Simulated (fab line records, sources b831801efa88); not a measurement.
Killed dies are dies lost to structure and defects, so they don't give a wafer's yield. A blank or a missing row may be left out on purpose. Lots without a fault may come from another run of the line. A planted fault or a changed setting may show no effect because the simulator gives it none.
fab line records | flow gf180mcu
record lots=5 wafers=15 last_day=34
route steps=602 shown HV_LDD@180
lots that met no fault: from a run of the same line without faults
start_h: hours from the record's first day to the start of the lot's first wafer shown | wait_h: hours since the lot's step before | " the same as in the row above | L1.1+2: a row that stands for several wafers | - no value, or no start given | * or withheld: withheld | < > ~ a bound
route shown NAME@n: a module of which the file shows steps, and the number in the route of the first | usual: mean/standard deviation of fault-free wafers | same: alike in all rows | chamber/n: place in a boat | sites: the reading at each site | _std_site: their standard deviation | _edge_site: outer sites' mean less inner sites' | radius_mm: how far each site lies from the wafer's centre | mask NAME#n: copy n | behind: the tool/chamber that last shaped the wafer | hold: why the lot was held/for how many hours/how that ended | device: the transistor (n, p or np) that didn't switch | end of line: the same wafers' tests at the end of the route | a step without rows: its recipe alone | killed: dies lost to structure and defects at the first sort, not the wafer's yield | map: a wafer's dies, x killed, . not, _ none there
set.NAME: the setting as run; set.NAME@STEP: as run at that earlier step | model.NAME: the simulator's own value behind a step, which no gauge read
lots at some steps of the route; a table a step, a row a wafer
services: from which hour (start_h, from the record's first day; less than 0 if before it) a tool's chamber was out of use, for how many hours, and why
## steps
# step GF_HV_LDD_EXPOSE_04
# recipe mask_id=Nplus_LV_AREA target_cd_nm=400 na=0.6 source_shape=conventional sigma_outer=0.6 dose_mj=140
# same sigma_outer=0.6
# columns lot.wafer tool chamber start_h wait_h mask
L076.1+3+4 iline_stepper-02 0 - - Nplus_LV_AREA#0
L082.1+2+3 iline_stepper-01 0 - - Nplus_LV_AREA#0
L083.1+2+3 iline_stepper-02 0 - - Nplus_LV_AREA#0
L088.1+4+5 iline_stepper-02 0 - - Nplus_LV_AREA#0
L095.1+4+6 iline_stepper-01 0 - - Nplus_LV_AREA#0
# step GF_HV_LDD_PEB_05
# recipe temp_c=withheld time_s=* resist=NOVOLAK
# columns lot.wafer tool chamber start_h wait_h
L076.1+3+4 litho_track-01 0 - -
L082.1+2+3 litho_track-02 0 - -
L083.1+2+3 litho_track-01 0 - -
L088.1+4+5 litho_track-03 0 - -
L095.1+4+6 litho_track-03 0 - -
# step GF_HV_LDD_DEVELOP_06
# recipe develop_time_s=60 dev_temp_c=23
# columns lot.wafer tool chamber start_h wait_h
L076.1+3+4 litho_track-01 0 231.63 0.1
L082.1+2+3 litho_track-02 0 286.33 0.1
L083.1+2+3 litho_track-01 0 286.63 0.1
L088.1+4+5 litho_track-03 0 326.22 0.1
L095.1+4+6 litho_track-03 0 377.17 0.1
# step GF_HV_LDD_CD_MEAS_07
# recipe target_cd_nm=400
# usual cd_nm=399.3/2.2
# columns lot.wafer tool chamber start_h wait_h cd_nm
L076.1 cd_sem-01 - 231.78 0.1 402.0
L076.3 " - " " 402.2
L076.4 " - " " 401.5
L082.1 cd_sem-02 - 286.48 0.1 397.9
L082.2 " - " " 401.2
L082.3 " - " " 398.7
L083.1 cd_sem-02 - 286.78 0.1 398.3
L083.2 " - " " 398.9
L083.3 " - " " 398.9
L088.1 cd_sem-02 - 326.37 0.1 397.7
L088.4 " - " " 395.0
L088.5 " - " " 397.3
L095.1 cd_sem-02 - 377.32 0.1 396.9
L095.4 " - " " 397.5
L095.6 " - " " 396.6
# step GF_HV_LDD_OVL_MEAS_08
# usual HV_LDD_OVL=0.0/1.6
# columns lot.wafer tool chamber start_h wait_h HV_LDD_OVL[nm]
L076.1 overlay-02 - 231.90 0.1 1.6
L076.3 " - " " -0.1
L076.4 " - " " 2.5
L082.1 overlay-01 - 286.60 0.1 1.0
L082.2 " - " " -0.5
L082.3 " - " " 1.2
L083.1 overlay-01 - 286.90 0.1 -0.3
L083.2 " - " " 0.4
L083.3 " - " " 2.3
L088.1 overlay-02 - 326.49 0.1 -0.2
L088.4 " - " " 0.0
L088.5 " - " " -1.5
L095.1 overlay-01 - 377.44 0.1 0.6
L095.4 " - " " -1.0
L095.6 " - " " -1.8
# step GF_HV_LDD_IMPLANT_09
# recipe species=As energy_kev=40 dose_cm2=1e+14 tilt_deg=7
# columns lot.wafer tool chamber start_h wait_h
L076.1+3+4 implanter-01 0 231.94 0.0
L082.1+2+3 implanter-01 0 286.63 0.0
L083.1+2+3 implanter-02 0 286.94 0.0
L088.1+4+5 implanter-03 0 326.52 0.0
L095.1+4+6 implanter-01 0 377.47 0.0
# step GF_HV_LDD_STRIP_10
# recipe chemistry=O2/N2 power_w=1400 pressure_mtorr=1500 platen_temp_c=250 o2_flow_sccm=3000 n2_flow_sccm=300 overash_fraction=0.5
# usual drypump_motor_current_A=5.5/0.32 heater_power_w=322/37 oes_product_au=0.716/0.005 strip_time_to_endpoint_s=12.64/0.039
# columns lot.wafer tool chamber start_h wait_h drypump_motor_current_A heater_power_w oes_product_au rf_hours_counter_h strip_time_to_endpoint_s
L076.1 plasma_asher-02 0 232.09 0.1 5.5 275 0.722 59 12.66
L076.3 " 1 " " 5.6 299 0.711 - 12.66
L076.4 " 0 " " 5.5 283 0.714 - 12.65
L082.1 plasma_asher-04 1 286.78 0.1 4.8 318 0.720 17 12.64
L082.2 " 0 " " 5.4 284 0.722 17 12.68
L082.3 " 1 " " 4.9 318 0.716 - 12.63
L083.1 plasma_asher-02 0 287.09 0.1 5.5 270 0.721 65 12.68
L083.2 " 1 " " 5.5 303 0.712 65 12.66
L083.3 " 1 " " 5.5 316 0.721 - 12.65
L088.1 plasma_asher-02 1 326.67 0.1 5.5 305 0.712 69 12.61
L088.4 " 1 " " 5.6 296 0.720 - 12.64
L088.5 " 0 " " 5.5 283 0.717 - 12.64
L095.1 plasma_asher-02 1 377.62 0.1 5.5 307 0.709 74 12.63
L095.4 " 1 " " 5.5 306 0.713 - 12.67
L095.6 " 0 " " 5.5 285 0.716 - 12.71
# step GF_HV_LDD_TW_MEAS_11
# usual HV_LDD_TW=2417/10
# columns lot.wafer tool chamber start_h wait_h HV_LDD_TW
L076.1 film_metro-01 - 232.19 0.1 2393
L076.3 " - " " 2412
L076.4 " - " " 2405
L082.1 film_metro-04 - 286.88 0.1 2444
L082.2 " - " " 2434
L082.3 " - " " 2426
L083.1 film_metro-01 - 287.19 0.1 2404
L083.2 " - " " 2416
L083.3 " - " " 2434
L088.1 film_metro-04 - 326.77 0.1 2398
L088.4 " - " " 2421
L088.5 " - " " 2415
L095.1 film_metro-04 - 377.72 0.1 2424
L095.4 " - " " 2418
L095.6 " - " " 2425
# step GF_HV_LDD_DEHYDRATE_12
# recipe temp_c=200 time_s=60
# columns lot.wafer tool chamber start_h wait_h
L076.1+3+4 litho_track-01 0 240.88 8.7
L082.1+2+3 litho_track-03 0 296.22 9.3
L083.1+2+3 litho_track-01 0 296.43 9.2
L088.1+4+5 litho_track-03 0 336.77 10.0
L095.1+4+6 litho_track-02 0 389.07 11.3
# step GF_HV_LDD_HMDS_13
# recipe prime_time_s=60 prime_temp_c=120
# columns lot.wafer tool chamber start_h wait_h
L076.1+3+4 litho_track-01 0 241.03 0.1
L082.1+2+3 litho_track-03 0 296.37 0.1
L083.1+2+3 litho_track-01 0 296.58 0.1
L088.1+4+5 litho_track-03 0 336.92 0.1
L095.1+4+6 litho_track-02 0 389.22 0.1
# step GF_HV_LDD_COAT_14
# recipe resist=NOVOLAK spin_rpm=3000 resist_thk_nm=1000
# columns lot.wafer tool chamber start_h wait_h
L076.1+3+4 litho_track-01 0 241.18 0.1
L082.1+2+3 litho_track-03 0 296.52 0.1
L083.1+2+3 litho_track-01 0 296.73 0.1
L088.1+4+5 litho_track-03 0 337.07 0.1
L095.1+4+6 litho_track-02 0 389.37 0.1
# step GF_HV_LDD_SOFTBAKE_15
# recipe temp_c=90 time_s=60 resist=NOVOLAK
# columns lot.wafer tool chamber start_h wait_h
L076.1+3+4 litho_track-01 0 241.33 0.1
L082.1+2+3 litho_track-03 0 296.67 0.1
L083.1+2+3 litho_track-01 0 296.88 0.1
L088.1+4+5 litho_track-03 0 337.22 0.1
L095.1+4+6 litho_track-02 0 389.52 0.1
# step GF_HV_LDD_EXPOSE_16
# recipe mask_id=Pplus_LV_AREA target_cd_nm=400 na=0.6 source_shape=conventional sigma_outer=0.6 dose_mj=140
# same sigma_outer=0.6
# columns lot.wafer tool chamber start_h wait_h mask
L076.1+3+4 iline_stepper-02 0 - - Pplus_LV_AREA#0
L082.1+2+3 iline_stepper-01 0 - - Pplus_LV_AREA#0
L083.1+2+3 iline_stepper-02 0 - - Pplus_LV_AREA#0
L088.1+4+5 iline_stepper-01 0 - - Pplus_LV_AREA#0
L095.1+4+6 iline_stepper-01 0 - - Pplus_LV_AREA#0
# step GF_HV_LDD_PEB_17
# recipe temp_c=withheld time_s=* resist=NOVOLAK
# columns lot.wafer tool chamber start_h wait_h
L076.1+3+4 litho_track-02 0 - -
L082.1+2+3 litho_track-01 0 - -
L083.1+2+3 litho_track-03 0 - -
L088.1+4+5 litho_track-02 0 - -
L095.1+4+6 litho_track-03 0 - -
# step GF_HV_LDD_DEVELOP_18
# recipe develop_time_s=60 dev_temp_c=23
# columns lot.wafer tool chamber start_h wait_h
L076.1+3+4 litho_track-02 0 250.33 0.1
L082.1+2+3 litho_track-01 0 306.48 0.1
L083.1+2+3 litho_track-03 0 306.97 0.1
L088.1+4+5 litho_track-02 0 347.93 0.1
L095.1+4+6 litho_track-03 0 401.67 0.1
# step GF_HV_LDD_CD_MEAS_19
# recipe target_cd_nm=400
# usual cd_nm=399.6/2.2
# columns lot.wafer tool chamber start_h wait_h cd_nm
L076.1 cd_sem-02 - 250.48 0.1 397.9
L076.3 " - " " 397.7
L076.4 " - " " 400.0
L082.1 cd_sem-02 - 306.63 0.1 399.0
L082.2 " - " " 395.5
L082.3 " - " " 398.5
L083.1 cd_sem-01 - 307.12 0.1 396.9
L083.2 " - " " 396.9
L083.3 " - " " 397.4
L088.1 cd_sem-01 - 348.08 0.1 399.5
L088.4 " - " " 399.8
L088.5 " - " " 400.3
L095.1 cd_sem-02 - 401.82 0.1 402.6
L095.4 " - " " 401.8
L095.6 " - " " 401.6
# step GF_HV_LDD_OVL_MEAS_20
# usual HV_LDD_01_OVL=-0.7/1.8
# columns lot.wafer tool chamber start_h wait_h HV_LDD_01_OVL[nm]
L076.1 overlay-02 - 250.60 0.1 -1.0
L076.3 " - " " -1.9
L076.4 " - " " -1.8
L082.1 overlay-01 - 306.75 0.1 -0.2
L082.2 " - " " -1.6
L082.3 " - " " 0.2
L083.1 overlay-02 - 307.24 0.1 -3.2
L083.2 " - " " -2.0
L083.3 " - " " -2.6
L088.1 overlay-02 - 348.20 0.1 1.2
L088.4 " - " " -0.9
L088.5 " - " " 0.5
L095.1 overlay-01 - 401.94 0.1 -0.8
L095.4 " - " " -0.7
L095.6 " - " " -0.4
# step GF_HV_LDD_IMPLANT_21
# recipe species=BF2 energy_kev=25 dose_cm2=5e+13 tilt_deg=7
# columns lot.wafer tool chamber start_h wait_h
L076.1+3+4 implanter-03 0 250.63 0.0
L082.1+2+3 implanter-02 0 306.79 0.0
L083.1+2+3 implanter-03 0 307.27 0.0
L088.1+4+5 implanter-03 0 348.23 0.0
L095.1+4+6 implanter-01 0 401.97 0.0
# step GF_HV_LDD_STRIP_22
# recipe chemistry=O2/N2 power_w=1400 pressure_mtorr=1500 platen_temp_c=250 o2_flow_sccm=3000 n2_flow_sccm=300 overash_fraction=0.5
# usual drypump_motor_current_A=5.5/0.31 heater_power_w=327/39 oes_product_au=0.716/0.0044 strip_time_to_endpoint_s=12.63/0.031
# columns lot.wafer tool chamber start_h wait_h drypump_motor_current_A heater_power_w oes_product_au rf_hours_counter_h strip_time_to_endpoint_s
L076.1 plasma_asher-02 1 250.78 0.1 5.5 306 0.720 61 12.62
L076.3 " 1 " " 5.5 304 0.714 - 12.64
L076.4 " 0 " " 5.5 275 0.717 - 12.61
L082.1 plasma_asher-04 1 306.94 0.1 4.9 331 0.717 19 12.66
L082.2 " 0 " " 5.4 282 0.714 19 12.67
L082.3 " 1 " " 4.9 334 0.711 - 12.65
L083.1 plasma_asher-01 1 307.42 0.1 6.0 381 0.720 68 12.59
L083.2 " 0 " " 5.5 387 0.718 68 12.60
L083.3 " 1 " " 6.0 365 0.712 - 12.57
L088.1 plasma_asher-02 1 348.38 0.1 5.6 305 0.711 71 12.62
L088.4 " 1 " " 5.5 316 0.723 - 12.60
L088.5 " 1 " " 5.5 308 0.703 - 12.62
L095.1 plasma_asher-01 0 402.12 0.1 5.5 377 0.711 77 12.57
L095.4 " 0 " " 5.5 378 0.717 - 12.62
L095.6 " 1 " " 6.0 373 0.720 - 12.59
# step GF_HV_LDD_TW_MEAS_23
# usual HV_LDD_2_TW=1060/4.9
# columns lot.wafer tool chamber start_h wait_h HV_LDD_2_TW
L076.1 film_metro-01 - 250.88 0.1 1061
L076.3 " - " " 1058
L076.4 " - " " 1058
L082.1 film_metro-04 - 307.04 0.1 1051
L082.2 " - " " 1062
L082.3 " - " " 1060
L083.1 film_metro-03 - 307.52 0.1 1066
L083.2 " - " " 1062
L083.3 " - " " 1060
L088.1 film_metro-03 - 348.48 0.1 1062
L088.4 " - " " 1061
L088.5 " - " " 1058
L095.1 film_metro-03 - 402.22 0.1 1070
L095.4 " - " " 1062
L095.6 " - " " 1065
# step GF_HV_LDD_DEHYDRATE_24
# recipe temp_c=200 time_s=60
# columns lot.wafer tool chamber start_h wait_h
L076.1+3+4 litho_track-01 0 260.73 9.8
L082.1+2+3 litho_track-03 0 316.72 9.7
L083.1+2+3 litho_track-01 0 317.23 9.7
L088.1+4+5 litho_track-03 0 359.02 10.5
L095.1+4+6 litho_track-02 0 413.67 11.4
# step GF_HV_LDD_HMDS_25
# recipe prime_time_s=60 prime_temp_c=120
# columns lot.wafer tool chamber start_h wait_h
L076.1+3+4 litho_track-01 0 260.88 0.1
L082.1+2+3 litho_track-03 0 316.87 0.1
L083.1+2+3 litho_track-01 0 317.38 0.1
L088.1+4+5 litho_track-03 0 359.17 0.1
L095.1+4+6 litho_track-02 0 413.82 0.1
# step GF_HV_LDD_COAT_26
# recipe resist=NOVOLAK spin_rpm=3000 resist_thk_nm=1000
# columns lot.wafer tool chamber start_h wait_h
L076.1+3+4 litho_track-01 0 261.03 0.1
L082.1+2+3 litho_track-03 0 317.02 0.1
L083.1+2+3 litho_track-01 0 317.53 0.1
L088.1+4+5 litho_track-03 0 359.32 0.1
L095.1+4+6 litho_track-02 0 413.97 0.1
# step GF_HV_LDD_SOFTBAKE_27
# recipe temp_c=90 time_s=60 resist=NOVOLAK
# columns lot.wafer tool chamber start_h wait_h
L076.1+3+4 litho_track-01 0 261.18 0.1
L082.1+2+3 litho_track-03 0 317.17 0.1
L083.1+2+3 litho_track-01 0 317.68 0.1
L088.1+4+5 litho_track-03 0 359.47 0.1
L095.1+4+6 litho_track-02 0 414.12 0.1
# step GF_HV_LDD_EXPOSE_28
# recipe mask_id=Nplus_HV_AREA target_cd_nm=400 na=0.6 source_shape=conventional sigma_outer=0.6 dose_mj=140
# same sigma_outer=0.6
# columns lot.wafer tool chamber start_h wait_h mask
L076.1+3+4 iline_stepper-02 0 - - Nplus_HV_AREA#0
L082.1+2+3 iline_stepper-02 0 - - Nplus_HV_AREA#0
L083.1+2+3 iline_stepper-01 0 - - Nplus_HV_AREA#0
L088.1+4+5 iline_stepper-01 0 - - Nplus_HV_AREA#0
L095.1+4+6 iline_stepper-02 0 - - Nplus_HV_AREA#0
# step GF_HV_LDD_PEB_29
# recipe temp_c=withheld time_s=* resist=NOVOLAK
# columns lot.wafer tool chamber start_h wait_h
L076.1+3+4 litho_track-02 0 - -
L082.1+2+3 litho_track-01 0 - -
L083.1+2+3 litho_track-03 0 - -
L088.1+4+5 litho_track-02 0 - -
L095.1+4+6 litho_track-03 0 - -
# step GF_HV_LDD_DEVELOP_30
# recipe develop_time_s=60 dev_temp_c=23
# columns lot.wafer tool chamber start_h wait_h
L076.1+3+4 litho_track-02 0 270.23 0.1
L082.1+2+3 litho_track-01 0 327.23 0.1
L083.1+2+3 litho_track-03 0 327.82 0.1
L088.1+4+5 litho_track-02 0 370.42 0.1
L095.1+4+6 litho_track-03 0 426.57 0.1
# step GF_HV_LDD_CD_MEAS_31
# recipe target_cd_nm=400
# usual cd_nm=400.5/2.3
# columns lot.wafer tool chamber start_h wait_h cd_nm
L076.1 cd_sem-02 - 270.38 0.1 397.4
L076.3 " - " " 398.7
L076.4 " - " " 400.1
L082.1 cd_sem-01 - 327.38 0.1 396.4
L082.2 " - " " 396.1
L082.3 " - " " 398.4
L083.1 cd_sem-01 - 327.97 0.1 400.5
L083.2 " - " " 402.4
L083.3 " - " " 401.0
L088.1 cd_sem-01 - 370.57 0.1 400.9
L088.4 " - " " 399.7
L088.5 " - " " 402.0
L095.1 cd_sem-01 - 426.76 0.2 398.8
L095.4 " - " " 397.1
L095.6 " - " " 399.5
# step GF_HV_LDD_OVL_MEAS_32
# usual HV_LDD_02_OVL=0.4/1.2
# columns lot.wafer tool chamber start_h wait_h HV_LDD_02_OVL[nm]
L076.1 overlay-02 - 270.50 0.1 -0.2
L076.3 " - " " 0.8
L076.4 " - " " 0.3
L082.1 overlay-02 - 327.50 0.1 -0.4
L082.2 " - " " -0.3
L082.3 " - " " 0.5
L083.1 overlay-01 - 328.09 0.1 0.7
L083.2 " - " " 0.2
L083.3 " - " " 2.3
L088.1 overlay-01 - 370.69 0.1 1.1
L088.4 " - " " 1.4
L088.5 " - " " 1.8
L095.1 overlay-01 - 426.88 0.1 2.2
L095.4 " - " " 0.7
L095.6 " - " " 1.0
# step GF_HV_LDD_IMPLANT_33
# recipe species=P energy_kev=60 dose_cm2=7.5e+12 tilt_deg=30 rotation_deg=0
# columns lot.wafer tool chamber start_h wait_h
L076.1+3+4 implanter-02 0 270.53 0.0
L082.1+2+3 implanter-03 0 327.54 0.0
L083.1+2+3 implanter-01 0 328.12 0.0
L088.1+4+5 implanter-01 0 370.73 0.0
L095.1+4+6 implanter-03 0 426.92 0.0
# step GF_HV_LDD_IMPLANT_34
# recipe species=P energy_kev=60 dose_cm2=7.5e+12 tilt_deg=30 rotation_deg=90
# columns lot.wafer tool chamber start_h wait_h
L076.1+3+4 implanter-02 0 270.68 0.1
L082.1+2+3 implanter-03 0 327.69 0.1
L083.1+2+3 implanter-01 0 328.27 0.1
L088.1+4+5 implanter-01 0 370.88 0.1
L095.1+4+6 implanter-03 0 427.07 0.1
# step GF_HV_LDD_IMPLANT_35
# recipe species=P energy_kev=60 dose_cm2=7.5e+12 tilt_deg=30 rotation_deg=180
# columns lot.wafer tool chamber start_h wait_h
L076.1+3+4 implanter-02 0 270.83 0.1
L082.1+2+3 implanter-03 0 327.84 0.1
L083.1+2+3 implanter-01 0 328.42 0.1
L088.1+4+5 implanter-01 0 371.03 0.1
L095.1+4+6 implanter-03 0 427.22 0.1
# step GF_HV_LDD_IMPLANT_36
# recipe species=P energy_kev=60 dose_cm2=7.5e+12 tilt_deg=30 rotation_deg=270
# columns lot.wafer tool chamber start_h wait_h
L076.1+3+4 implanter-02 0 270.98 0.1
L082.1+2+3 implanter-03 0 327.99 0.1
L083.1+2+3 implanter-01 0 328.57 0.1
L088.1+4+5 implanter-01 0 371.18 0.1
L095.1+4+6 implanter-03 0 427.37 0.1
# step GF_HV_LDD_STRIP_37
# recipe chemistry=O2/N2 power_w=1400 pressure_mtorr=1500 platen_temp_c=250 o2_flow_sccm=3000 n2_flow_sccm=300 overash_fraction=0.5
# usual drypump_motor_current_A=5.4/0.32 heater_power_w=313/32 oes_product_au=0.716/0.0048 strip_time_to_endpoint_s=12.64/0.032
# columns lot.wafer tool chamber start_h wait_h drypump_motor_current_A heater_power_w oes_product_au rf_hours_counter_h strip_time_to_endpoint_s
L076.1 plasma_asher-04 1 271.13 0.1 4.9 326 0.711 15 12.64
L076.3 " 1 " " 4.9 318 0.719 - 12.71
L076.4 " 0 " " 5.4 296 0.710 - 12.68
L082.1 plasma_asher-02 1 328.14 0.1 5.5 314 0.712 69 12.64
L082.2 " 0 " " 5.5 276 0.713 69 12.62
L082.3 " 0 " " 5.5 276 0.711 - 12.62
L083.1 plasma_asher-04 0 328.72 0.1 5.4 287 0.714 21 12.61
L083.2 " 1 " " 4.8 319 0.714 21 12.65
L083.3 " 1 " " 4.8 320 0.723 - 12.65
L088.1 plasma_asher-01 0 371.33 0.1 5.5 381 0.719 74 12.58
L088.4 " 1 " " 6.0 378 0.709 - 12.63
L088.5 " 0 " " 5.5 379 0.718 - 12.62
L095.1 plasma_asher-02 0 427.52 0.1 5.5 278 0.719 80 12.64
L095.4 " 0 " " 5.5 272 0.721 - 12.65
L095.6 " 0 " " 5.5 283 0.711 - 12.61
# step GF_HV_LDD_TW_MEAS_38
# usual HV_LDD_3_TW=1441/6.3
# columns lot.wafer tool chamber start_h wait_h HV_LDD_3_TW
L076.1 film_metro-04 - 271.23 0.1 1452
L076.3 " - " " 1445
L076.4 " - " " 1448
L082.1 film_metro-04 - 328.24 0.1 1440
L082.2 " - " " 1436
L082.3 " - " " 1441
L083.1 film_metro-03 - 328.82 0.1 1438
L083.2 " - " " 1436
L083.3 " - " " 1433
L088.1 film_metro-03 - 371.43 0.1 1439
L088.4 " - " " 1441
L088.5 " - " " 1431
L095.1 film_metro-03 - 427.62 0.1 1435
L095.4 " - " " 1433
L095.6 " - " " 1435
# step GF_HV_LDD_DEHYDRATE_39
# recipe temp_c=200 time_s=60
# columns lot.wafer tool chamber start_h wait_h
L076.1+3+4 litho_track-03 0 280.72 9.5
L082.1+2+3 litho_track-02 0 338.33 10.1
L083.1+2+3 litho_track-02 0 339.23 10.4
L088.1+4+5 litho_track-03 0 382.02 10.6
L095.1+4+6 litho_track-03 0 439.82 12.2
# step GF_HV_LDD_HMDS_40
# recipe prime_time_s=60 prime_temp_c=120
# columns lot.wafer tool chamber start_h wait_h
L076.1+3+4 litho_track-03 0 280.87 0.1
L082.1+2+3 litho_track-02 0 338.48 0.1
L083.1+2+3 litho_track-02 0 339.38 0.1
L088.1+4+5 litho_track-03 0 382.17 0.1
L095.1+4+6 litho_track-03 0 439.97 0.1
# step GF_HV_LDD_COAT_41
# recipe resist=NOVOLAK spin_rpm=3000 resist_thk_nm=1000
# columns lot.wafer tool chamber start_h wait_h
L076.1+3+4 litho_track-03 0 281.02 0.1
L082.1+2+3 litho_track-02 0 338.63 0.1
L083.1+2+3 litho_track-02 0 339.53 0.1
L088.1+4+5 litho_track-03 0 382.32 0.1
L095.1+4+6 litho_track-03 0 440.12 0.1
# step GF_HV_LDD_SOFTBAKE_42
# recipe temp_c=90 time_s=60 resist=NOVOLAK
# columns lot.wafer tool chamber start_h wait_h
L076.1+3+4 litho_track-03 0 281.17 0.1
L082.1+2+3 litho_track-02 0 338.78 0.1
L083.1+2+3 litho_track-02 0 339.68 0.1
L088.1+4+5 litho_track-03 0 382.47 0.1
L095.1+4+6 litho_track-03 0 440.27 0.1
# step GF_HV_LDD_EXPOSE_43
# recipe mask_id=Pplus_HV_AREA target_cd_nm=400 na=0.6 source_shape=conventional sigma_outer=0.6 dose_mj=140
# same sigma_outer=0.6
# columns lot.wafer tool chamber start_h wait_h mask
L076.1+3+4 iline_stepper-02 0 - - Pplus_HV_AREA#0
L082.1+2+3 iline_stepper-01 0 - - Pplus_HV_AREA#0
L083.1+2+3 iline_stepper-02 0 - - Pplus_HV_AREA#0
L088.1+4+5 iline_stepper-02 0 - - Pplus_HV_AREA#0
L095.1+4+6 iline_stepper-01 0 - - Pplus_HV_AREA#0
# step GF_HV_LDD_PEB_44
# recipe temp_c=withheld time_s=* resist=NOVOLAK
# columns lot.wafer tool chamber start_h wait_h
L076.1+3+4 litho_track-01 0 - -
L082.1+2+3 litho_track-02 0 - -
L083.1+2+3 litho_track-01 0 - -
L088.1+4+5 litho_track-01 0 - -
L095.1+4+6 litho_track-03 0 - -
# step GF_HV_LDD_DEVELOP_45
# recipe develop_time_s=60 dev_temp_c=23
# columns lot.wafer tool chamber start_h wait_h
L076.1+3+4 litho_track-01 0 290.88 0.1
L082.1+2+3 litho_track-02 0 349.78 0.1
L083.1+2+3 litho_track-01 0 350.68 0.1
L088.1+4+5 litho_track-01 0 394.18 0.1
L095.1+4+6 litho_track-03 0 453.07 0.1
# step GF_HV_LDD_CD_MEAS_46
# recipe target_cd_nm=400
# usual cd_nm=399.9/2.7
# columns lot.wafer tool chamber start_h wait_h cd_nm
L076.1 cd_sem-01 - 291.03 0.1 397.8
L076.3 " - " " 396.8
L076.4 " - " " 398.0
L082.1 cd_sem-01 - 349.93 0.1 398.0
L082.2 " - " " 398.1
L082.3 " - " " 396.3
L083.1 cd_sem-01 - 350.83 0.1 404.5
L083.2 " - " " 402.0
L083.3 " - " " 406.3
L088.1 cd_sem-02 - 394.33 0.1 401.8
L088.4 " - " " 399.0
L088.5 " - " " 399.4
L095.1 cd_sem-02 - 453.22 0.1 404.3
L095.4 " - " " 404.2
L095.6 " - " " 401.6
# step GF_HV_LDD_OVL_MEAS_47
# usual HV_LDD_03_OVL=-0.7/1.3
# columns lot.wafer tool chamber start_h wait_h HV_LDD_03_OVL[nm]
L076.1 overlay-02 - 291.15 0.1 -2.4
L076.3 " - " " -2.5
L076.4 " - " " -1.7
L082.1 overlay-01 - 350.05 0.1 -0.2
L082.2 " - " " -2.1
L082.3 " - " " -0.3
L083.1 overlay-01 - 350.95 0.1 0.2
L083.2 " - " " -0.1
L083.3 " - " " -0.3
L088.1 overlay-01 - 394.45 0.1 -1.0
L088.4 " - " " -1.8
L088.5 " - " " -0.2
L095.1 overlay-01 - 453.34 0.1 1.4
L095.4 " - " " 0.8
L095.6 " - " " -0.8
# step GF_HV_LDD_IMPLANT_48
# recipe species=B energy_kev=25 dose_cm2=3e+13 tilt_deg=7
# columns lot.wafer tool chamber start_h wait_h
L076.1+3+4 implanter-02 0 291.19 0.0
L082.1+2+3 implanter-01 0 350.08 0.0
L083.1+2+3 implanter-03 0 350.99 0.0
L088.1+4+5 implanter-01 0 394.49 0.0
L095.1+4+6 implanter-01 0 453.37 0.0
# step GF_HV_LDD_STRIP_49
# recipe chemistry=O2/N2 power_w=1400 pressure_mtorr=1500 platen_temp_c=250 o2_flow_sccm=3000 n2_flow_sccm=300 overash_fraction=0.5
# usual drypump_motor_current_A=5.51/0.28 heater_power_w=321/39 oes_product_au=0.716/0.0049 strip_time_to_endpoint_s=12.63/0.037
# columns lot.wafer tool chamber start_h wait_h drypump_motor_current_A heater_power_w oes_product_au rf_hours_counter_h strip_time_to_endpoint_s
L076.1 plasma_asher-01 0 291.34 0.1 5.48 383 0.713 67 12.64
L076.3 " 0 " " 5.49 368 0.719 - 12.57
L076.4 " 1 " " 6.02 367 0.708 - 12.64
L082.1 plasma_asher-04 1 350.23 0.1 4.87 329 0.711 23 12.65
L082.2 " 0 " " 5.42 280 0.722 23 12.66
L082.3 " 0 " " 5.46 284 0.723 - 12.67
L083.1 plasma_asher-04 1 351.14 0.1 4.87 315 0.711 24 12.60
L083.2 " 0 " " 5.45 285 0.704 24 12.60
L083.3 " 0 " " 5.45 286 0.715 - 12.57
L088.1 plasma_asher-01 1 394.64 0.1 5.97 367 0.715 76 12.59
L088.4 " 0 " " 5.50 377 0.721 - 12.59
L088.5 " 0 " " 5.48 386 0.718 - 12.60
L095.1 plasma_asher-02 0 453.52 0.1 5.54 282 0.712 83 12.66
L095.4 " 0 " " 5.51 287 0.711 - 12.68
L095.6 " 1 " " 5.52 299 0.717 - 12.65
# step GF_HV_LDD_TW_MEAS_50
# usual HV_LDD_4_TW=571.2/2.6
# columns lot.wafer tool chamber start_h wait_h HV_LDD_4_TW
L076.1 film_metro-04 - 291.44 0.1 566.6
L076.3 " - " " 569.4
L076.4 " - " " 568.0
L082.1 film_metro-04 - 350.33 0.1 570.2
L082.2 " - " " 568.1
L082.3 " - " " 568.8
L083.1 film_metro-03 - 351.24 0.1 571.6
L083.2 " - " " 571.8
L083.3 " - " " 572.6
L088.1 film_metro-03 - 394.74 0.1 577.9
L088.4 " - " " 574.2
L088.5 " - " " 576.0
L095.1 film_metro-04 - 453.63 0.1 570.6
L095.4 " - " " 572.1
L095.6 " - " " 570.5
# step GF_HV_LDD_CLEAN_51
# recipe chemistry=SC1/SC2 mix=1:4:20 temp_c=70 time_s=150 dry=n2_spin
# columns lot.wafer tool chamber start_h wait_h
L076.1+3+4 wet_bench-04 3 291.50 0.1
L082.1+2+3 wet_bench-02 3 350.39 0.1
L083.1+2+3 wet_bench-02 1 351.30 0.1
L088.1+4+5 wet_bench-02 2 394.80 0.1
L095.1+4+6 wet_bench-04 2 453.69 0.1
## services
# columns tool chamber start_h hours kind
plasma_asher-02 - 220.19 0.6 repair
plasma_asher-01 - 221.29 0.4 repair
implanter-01 - 251.67 2.2 repair
iline_stepper-01 - 256.66 2.1 pm
implanter-03 - 260.11 16.5 repair
implanter-03 - 264.53 3.4 repair
implanter-01 - 266.80 10.2 pm
iline_stepper-01 - 310.11 1.7 pm
implanter-03 - 310.60 1.1 repair
plasma_asher-04 - 313.01 8.4 repair
implanter-02 - 317.76 86.2 pm
plasma_asher-01 - 325.38 14.6 pm
iline_stepper-02 - 336.25 1.5 repair
iline_stepper-02 - 382.88 2.1 pm
plasma_asher-01 - 384.84 4.9 repair
implanter-03 - 388.99 1.7 repair
implanter-02 - 403.94 5.3 pm
iline_stepper-02 - 405.19 1.0 repair
plasma_asher-04 - 406.26 3.7 repair
implanter-02 - 409.12 2.1 repair
iline_stepper-02 - 416.06 1.7 pm
iline_stepper-02 - 430.63 2.6 repair
plasma_asher-04 - 433.20 14.6 pm
plasma_asher-02 - 442.64 1.3 repair
## key
fault none
